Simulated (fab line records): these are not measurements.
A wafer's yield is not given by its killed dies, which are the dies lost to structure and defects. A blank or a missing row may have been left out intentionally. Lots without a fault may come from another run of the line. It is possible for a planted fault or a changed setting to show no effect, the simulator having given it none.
What tool caused it? || flow sky130 || Sampling: 10 lots, 30 wafers, 7 of 708 route steps

== WHAT THE GAUGES SHOWED, per wafer ==
SKY_SD_N_TW_MEAS_12.
{"lot": "L849", "measured": "day 28 21:11", "on": "filmMetro-03", "SD_N_TW": "4056 4037 4042"}
{"lot": "L851", "measured": "day 29 17:02", "on": "filmMetro-03", "SD_N_TW": "4029 4035 4040"}
{"lot": "L852", "measured": "day 29 17:13", "on": "filmMetro-02", "SD_N_TW": "3960 3964 3987"}
{"lot": "L856", "measured": "day 32 14:06", "on": "filmMetro-02", "SD_N_TW": "3454 3436 3428"}
{"lot": "L861", "measured": "day 32 19:56", "on": "filmMetro-02", "SD_N_TW": "3461 3463 3471"}
{"lot": "L863", "measured": "day 32 20:32", "on": "filmMetro-02", "SD_N_TW": "4034 3999 4022"}
{"lot": "L868", "measured": "day 34 02:35", "on": "filmMetro-04", "SD_N_TW": "4064 4058 4044"}
{"lot": "L870", "measured": "day 34 13:43", "on": "filmMetro-03", "SD_N_TW": "4067 4030 4048"}
{"lot": "L871", "measured": "day 35 01:46", "on": "filmMetro-03", "SD_N_TW": "4071 4056 4067"}
{"lot": "L872", "measured": "day 35 05:36", "on": "filmMetro-02", "SD_N_TW": "3955 3968 3972"}

SKY_SD_N_RS_MEAS_16: the measuring method here is four-point-probe.
{"lot": "L849", "measured": "day 28 21:29", "on": "filmMetro-03", "SD_N_RS (ohm/sq)": "68.38 68.34 68.31"}
{"lot": "L851", "measured": "day 29 17:19", "on": "filmMetro-03", "SD_N_RS (ohm/sq)": "68.39 68.31 68.33"}
{"lot": "L852", "measured": "day 29 17:32", "on": "filmMetro-02", "SD_N_RS (ohm/sq)": "68.56 68.43 68.43"}
{"lot": "L856", "measured": "day 32 14:24", "on": "filmMetro-04", "SD_N_RS (ohm/sq)": "157.15 155.97 158.24"}
{"lot": "L861", "measured": "day 32 20:14", "on": "filmMetro-04", "SD_N_RS (ohm/sq)": "155.10 153.89 151.99"}
{"lot": "L863", "measured": "day 32 20:53", "on": "filmMetro-02", "SD_N_RS (ohm/sq)": "68.51 68.48 68.35"}
{"lot": "L868", "measured": "day 34 02:53", "on": "filmMetro-04", "SD_N_RS (ohm/sq)": "68.36 68.46 68.33"}
{"lot": "L870", "measured": "day 34 13:59", "on": "filmMetro-04", "SD_N_RS (ohm/sq)": "68.52 68.63 68.37"}
{"lot": "L871", "measured": "day 35 02:05", "on": "filmMetro-02", "SD_N_RS (ohm/sq)": "68.64 68.44 68.48"}
{"lot": "L872", "measured": "day 35 05:54", "on": "filmMetro-04", "SD_N_RS (ohm/sq)": "68.58 68.66 68.65"}

SKY_LI_CONTACT_CD_MEAS_12: the cd target is 170 nm.
{"lot": "L849", "measured": "day 30 01:56", "on": "cdSem-02", "cdNm (nm)": "169.3 169.0 167.6"}
{"lot": "L851", "measured": "day 30 21:59", "on": "cdSem-01", "cdNm (nm)": "168.6 168.8 169.0"}
{"lot": "L852", "measured": "day 30 22:37", "on": "cdSem-01", "cdNm (nm)": "169.2 167.3 167.4"}
{"lot": "L856", "measured": "day 33 16:49", "on": "cdSem-02", "cdNm (nm)": "168.2 169.7 168.2"}
{"lot": "L861", "measured": "day 33 22:26", "on": "cdSem-02", "cdNm (nm)": "169.4 168.2 168.6"}
{"lot": "L863", "measured": "day 34 00:10", "on": "cdSem-01", "cdNm (nm)": "172.5 173.1 172.2"}
{"lot": "L868", "measured": "day 35 06:13", "on": "cdSem-02", "cdNm (nm)": "169.7 170.4 168.6"}
{"lot": "L870", "measured": "day 35 17:11", "on": "cdSem-01", "cdNm (nm)": "167.7 169.6 169.3"}
{"lot": "L871", "measured": "day 36 04:50", "on": "cdSem-01", "cdNm (nm)": "170.2 171.9 170.6"}
{"lot": "L872", "measured": "day 36 08:35", "on": "cdSem-02", "cdNm (nm)": "168.5 169.6 169.1"}

== WHAT TOOL EACH LOT RAN ON (gives the tool, then ch and the chambers of the sampled wafers, and finally the start) ==
{"lot": "L849", "SKY_LDD_LDN_STRIP_12": "plasmaAsher-02 ch 1, day 23 23:01", "SKY_SPACER_ETCHBACK_02": "rieDiel-03 ch 1,2,3, day 24 01:08", "SKY_SD_N_IMPLANT_09": "implanter-03 ch 0, day 28 20:48", "SKY_SD_N_STRIP_11": "plasmaAsher-03 ch 1, day 28 21:05"}
{"lot": "L851", "SKY_LDD_LDN_STRIP_12": "plasmaAsher-03 ch 0,1, day 24 18:01", "SKY_SPACER_ETCHBACK_02": "rieDiel-01 ch 0,2,3, day 24 20:38", "SKY_SD_N_IMPLANT_09": "implanter-03 ch 0, day 29 16:38", "SKY_SD_N_STRIP_11": "plasmaAsher-03 ch 0,1, day 29 16:56"}
{"lot": "L852", "SKY_LDD_LDN_STRIP_12": "plasmaAsher-04 ch 0,1, day 24 18:40", "SKY_SPACER_ETCHBACK_02": "rieDiel-03 ch 0,2, day 24 20:38", "SKY_SD_N_IMPLANT_09": "implanter-04 ch 0, day 29 16:49", "SKY_SD_N_STRIP_11": "plasmaAsher-04 ch 0,1, day 29 17:07"}
{"lot": "L856", "SKY_LDD_LDN_STRIP_12": "plasmaAsher-02 ch 0,1, day 27 19:52", "SKY_SPACER_ETCHBACK_02": "rieDiel-02 ch 0,2, day 27 22:02", "SKY_SD_N_IMPLANT_09": "implanter-03 ch 0, day 32 13:43", "SKY_SD_N_STRIP_11": "plasmaAsher-02 ch 1, day 32 13:59"}
{"lot": "L861", "SKY_LDD_LDN_STRIP_12": "plasmaAsher-03 ch 0,1, day 28 00:43", "SKY_SPACER_ETCHBACK_02": "rieDiel-02 ch 1,2, day 28 03:17", "SKY_SD_N_IMPLANT_09": "implanter-03 ch 0, day 32 19:33", "SKY_SD_N_STRIP_11": "plasmaAsher-04 ch 0,1, day 32 19:50"}
{"lot": "L863", "SKY_LDD_LDN_STRIP_12": "plasmaAsher-03 ch 0,1, day 28 01:02", "SKY_SPACER_ETCHBACK_02": "rieDiel-01 ch 0,2,3, day 28 03:20", "SKY_SD_N_IMPLANT_09": "implanter-04 ch 0, day 32 20:08", "SKY_SD_N_STRIP_11": "plasmaAsher-04 ch 0,1, day 32 20:26"}
{"lot": "L868", "SKY_LDD_LDN_STRIP_12": "plasmaAsher-02 ch 0,1, day 29 13:56", "SKY_SPACER_ETCHBACK_02": "rieDiel-02 ch 0,1,2, day 29 15:29", "SKY_SD_N_IMPLANT_09": "implanter-02 ch 0, day 34 02:12", "SKY_SD_N_STRIP_11": "plasmaAsher-04 ch 0,1, day 34 02:29"}
{"lot": "L870", "SKY_LDD_LDN_STRIP_12": "plasmaAsher-03 ch 0,1, day 30 02:40", "SKY_SPACER_ETCHBACK_02": "rieDiel-03 ch 0,1,2, day 30 04:08", "SKY_SD_N_IMPLANT_09": "implanter-02 ch 0, day 34 13:19", "SKY_SD_N_STRIP_11": "plasmaAsher-04 ch 1, day 34 13:37"}
{"lot": "L871", "SKY_LDD_LDN_STRIP_12": "plasmaAsher-04 ch 0,1, day 30 11:47", "SKY_SPACER_ETCHBACK_02": "rieDiel-02 ch 0,1, day 30 13:41", "SKY_SD_N_IMPLANT_09": "implanter-04 ch 0, day 35 01:24", "SKY_SD_N_STRIP_11": "plasmaAsher-04 ch 0,1, day 35 01:40"}
{"lot": "L872", "SKY_LDD_LDN_STRIP_12": "plasmaAsher-04 ch 0,1, day 30 17:04", "SKY_SPACER_ETCHBACK_02": "rieDiel-01 ch 0,1,3, day 30 18:33", "SKY_SD_N_IMPLANT_09": "implanter-04 ch 0, day 35 05:13", "SKY_SD_N_STRIP_11": "plasmaAsher-03 ch 0,1, day 35 05:29"}
- SKY_LDD_LDN_STRIP_12: strips in O2/N2.
- SKY_SPACER_ETCHBACK_02: etches Si3N4 in CH3F/O2, stops on SiO2, time 46.7 s, target depth 45 nm.
- SKY_SD_N_IMPLANT_09
- SKY_SD_N_STRIP_11: strips in O2/N2.

== WHAT THE TOOLS THEMSELVES READ (means of the sampled wafers that have a number; where no wafer has one, the mark that the record gives instead) ==
SKY_LDD_LDN_STRIP_12.
{"lot": "L849", "tool": "plasmaAsher-02", "drypumpMotorCurrentA (A)": 4.7, "oesProductAu (a.u.)": 0.715, "stripTimeToEndpointS (s)": 14.294}
{"lot": "L851", "tool": "plasmaAsher-03", "drypumpMotorCurrentA (A)": 5.8, "oesProductAu (a.u.)": 0.710, "stripTimeToEndpointS (s)": 14.298}
{"lot": "L852", "tool": "plasmaAsher-04", "drypumpMotorCurrentA (A)": 5.9, "oesProductAu (a.u.)": 0.718, "stripTimeToEndpointS (s)": 14.296}
{"lot": "L856", "tool": "plasmaAsher-02", "drypumpMotorCurrentA (A)": 4.9, "oesProductAu (a.u.)": 0.715, "stripTimeToEndpointS (s)": 14.276}
{"lot": "L861", "tool": "plasmaAsher-03", "drypumpMotorCurrentA (A)": 5.8, "oesProductAu (a.u.)": 0.719, "stripTimeToEndpointS (s)": 14.293}
{"lot": "L863", "tool": "plasmaAsher-03", "drypumpMotorCurrentA (A)": 5.8, "oesProductAu (a.u.)": 0.716, "stripTimeToEndpointS (s)": 14.285}
{"lot": "L868", "tool": "plasmaAsher-02", "drypumpMotorCurrentA (A)": 5.0, "oesProductAu (a.u.)": 0.710, "stripTimeToEndpointS (s)": 14.270}
{"lot": "L870", "tool": "plasmaAsher-03", "drypumpMotorCurrentA (A)": 5.8, "oesProductAu (a.u.)": 0.720, "stripTimeToEndpointS (s)": 14.261}
{"lot": "L871", "tool": "plasmaAsher-04", "drypumpMotorCurrentA (A)": 6.0, "oesProductAu (a.u.)": 0.718, "stripTimeToEndpointS (s)": 14.255}
{"lot": "L872", "tool": "plasmaAsher-04", "drypumpMotorCurrentA (A)": 6.0, "oesProductAu (a.u.)": 0.714, "stripTimeToEndpointS (s)": 14.290}

SKY_SPACER_ETCHBACK_02.
{"lot": "L849", "tool": "rieDiel-03", "drypumpMotorCurrentA (A)": 5.7, "oesProductAu (a.u.)": 0.857, "throttleValvePct (%)": 10.570}
{"lot": "L851", "tool": "rieDiel-01", "drypumpMotorCurrentA (A)": 5.9, "oesProductAu (a.u.)": 0.855, "throttleValvePct (%)": 10.557}
{"lot": "L852", "tool": "rieDiel-03", "drypumpMotorCurrentA (A)": 6.2, "oesProductAu (a.u.)": 0.854, "throttleValvePct (%)": 10.554}
{"lot": "L856", "tool": "rieDiel-02", "drypumpMotorCurrentA (A)": 6.0, "oesProductAu (a.u.)": 0.847, "throttleValvePct (%)": 10.571}
{"lot": "L861", "tool": "rieDiel-02", "drypumpMotorCurrentA (A)": 5.7, "oesProductAu (a.u.)": 0.864, "throttleValvePct (%)": 10.564}
{"lot": "L863", "tool": "rieDiel-01", "drypumpMotorCurrentA (A)": 5.9, "oesProductAu (a.u.)": 0.857, "throttleValvePct (%)": 10.562}
{"lot": "L868", "tool": "rieDiel-02", "drypumpMotorCurrentA (A)": 5.8, "oesProductAu (a.u.)": 0.859, "throttleValvePct (%)": 10.572}
{"lot": "L870", "tool": "rieDiel-03", "drypumpMotorCurrentA (A)": 5.8, "oesProductAu (a.u.)": 0.851, "throttleValvePct (%)": 10.560}
{"lot": "L871", "tool": "rieDiel-02", "drypumpMotorCurrentA (A)": 5.7, "oesProductAu (a.u.)": 0.852, "throttleValvePct (%)": 10.558}
{"lot": "L872", "tool": "rieDiel-01", "drypumpMotorCurrentA (A)": 5.8, "oesProductAu (a.u.)": 0.851, "throttleValvePct (%)": 10.557}

SKY_SD_N_IMPLANT_09.
{"lot": "L849", "tool": "implanter-03", "beamOnS (s)": 15.4, "doseIonsCm2": 4.004e+15, "endStationPressureTorr (Torr)": 1.6e-05, "faradayCurrentUA": 14181}
{"lot": "L851", "tool": "implanter-03", "beamOnS (s)": 15.3, "doseIonsCm2": 3.999e+15, "endStationPressureTorr (Torr)": 1.5e-05, "faradayCurrentUA": 14213}
{"lot": "L852", "tool": "implanter-04", "beamOnS (s)": 16.9, "doseIonsCm2": 4.002e+15, "endStationPressureTorr (Torr)": 1.4e-05, "faradayCurrentUA": 12960}
{"lot": "L856", "tool": "implanter-03", "beamOnS (s)": 10.0, "doseIonsCm2": 5.493e+14, "endStationPressureTorr (Torr)": 7.4e-06, "faradayCurrentUA": 3080}
{"lot": "L861", "tool": "implanter-03", "beamOnS (s)": 9.8, "doseIonsCm2": 5.520e+14, "endStationPressureTorr (Torr)": 7.6e-06, "faradayCurrentUA": 3127}
{"lot": "L863", "tool": "implanter-04", "beamOnS (s)": 16.8, "doseIonsCm2": 4.000e+15, "endStationPressureTorr (Torr)": 1.4e-05, "faradayCurrentUA": 12996}
{"lot": "L868", "tool": "implanter-02", "beamOnS (s)": 16.5, "doseIonsCm2": 3.996e+15, "endStationPressureTorr (Torr)": 1.5e-05, "faradayCurrentUA": 13199}
{"lot": "L870", "tool": "implanter-02", "beamOnS (s)": 16.5, "doseIonsCm2": 4.004e+15, "endStationPressureTorr (Torr)": 1.5e-05, "faradayCurrentUA": 13201}
{"lot": "L871", "tool": "implanter-04", "beamOnS (s)": 16.6, "doseIonsCm2": 3.999e+15, "endStationPressureTorr (Torr)": 1.4e-05, "faradayCurrentUA": 13144}
{"lot": "L872", "tool": "implanter-04", "beamOnS (s)": 16.6, "doseIonsCm2": 3.995e+15, "endStationPressureTorr (Torr)": 1.5e-05, "faradayCurrentUA": 13152}

SKY_SD_N_STRIP_11.
{"lot": "L849", "tool": "plasmaAsher-03", "drypumpMotorCurrentA (A)": 5.7, "oesProductAu (a.u.)": 0.524, "stripTimeToEndpointS (s)": 22.41}
{"lot": "L851", "tool": "plasmaAsher-03", "drypumpMotorCurrentA (A)": 6.0, "oesProductAu (a.u.)": 0.525, "stripTimeToEndpointS (s)": 22.46}
{"lot": "L852", "tool": "plasmaAsher-04", "drypumpMotorCurrentA (A)": 6.0, "oesProductAu (a.u.)": 0.526, "stripTimeToEndpointS (s)": 22.42}
{"lot": "L856", "tool": "plasmaAsher-02", "drypumpMotorCurrentA (A)": 4.7, "oesProductAu (a.u.)": 0.643, "stripTimeToEndpointS (s)": 16.11}
{"lot": "L861", "tool": "plasmaAsher-04", "drypumpMotorCurrentA (A)": 5.7, "oesProductAu (a.u.)": 0.639, "stripTimeToEndpointS (s)": 16.24}
{"lot": "L863", "tool": "plasmaAsher-04", "drypumpMotorCurrentA (A)": 6.0, "oesProductAu (a.u.)": 0.524, "stripTimeToEndpointS (s)": 22.46}
{"lot": "L868", "tool": "plasmaAsher-04", "drypumpMotorCurrentA (A)": 6.0, "oesProductAu (a.u.)": 0.525, "stripTimeToEndpointS (s)": 22.41}
{"lot": "L870", "tool": "plasmaAsher-04", "drypumpMotorCurrentA (A)": 5.5, "oesProductAu (a.u.)": 0.521, "stripTimeToEndpointS (s)": 22.44}
{"lot": "L871", "tool": "plasmaAsher-04", "drypumpMotorCurrentA (A)": 5.7, "oesProductAu (a.u.)": 0.527, "stripTimeToEndpointS (s)": 22.37}
{"lot": "L872", "tool": "plasmaAsher-03", "drypumpMotorCurrentA (A)": 6.0, "oesProductAu (a.u.)": 0.522, "stripTimeToEndpointS (s)": 22.40}

== THE ANSWER, worked out from the rows above alone ==
Rule: the usual values come from the lots themselves. Put in order of their means at a reading, lots are off if they are a third of the lots or fewer, leave a main group of 4 or more, and stand apart from it by a gap of 3 or more times the standard deviation of the main group's means; of several such gaps the widest counts. If all means in a main group match to the digits the tables above print for the reading, that group is not used. Also off: a lot with no number at a reading for which 4 or more lots have one. Any other lot the step has rows for is counted as sound. The gauges are gone through in route order, then the tools' own readings, and for those a lot's mean is taken as printed above. The first step at which some lot is off is used, and at that step the reading that is off furthest; a lot without a number counts as furthest.
Off: at SKY_SD_N_TW_MEAS_12 (SD_N_TW), L856, L861. The main group has a mean of 4025 with a standard deviation of 36.
A tool fits if, at a process step before that reading, it ran every lot that is off, and no sound lot after the first of them. Not tried: the gauges at SKY_SD_N_TW_MEAS_12; whatever is off there is also off at SKY_SD_N_RS_MEAS_16, on other tools, and gauge error can't account for it. One fits: SKY_SD_N_IMPLANT_09 on implanter-03. Its last sound lot is L851 (day 29 16:38), its first lot that is off L856 (day 32 13:43): a fault that began between those two fits.
The tool's own readings at SKY_SD_N_IMPLANT_09 bear it out: on the lots that are off they differ by more than 5 times the standard deviation of the sound lots' means. beamOnS reads 9.9 s there against 16.3 s on the sound lots; doseIonsCm2 reads 5.506e+14 there against 4.000e+15 on the sound lots; endStationPressureTorr reads 7.5e-06 Torr there against 1.5e-05 Torr on the sound lots; faradayCurrentUA reads 3104 there against 13381 on the sound lots.

== WHAT THE SIMULATOR HAD PUT IN ==
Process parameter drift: implanter-03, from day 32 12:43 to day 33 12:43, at SKY_SD_N_IMPLANT_09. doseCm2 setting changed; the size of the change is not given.
Struck lots among those shown: L856, L861. Same finding as the rule above.
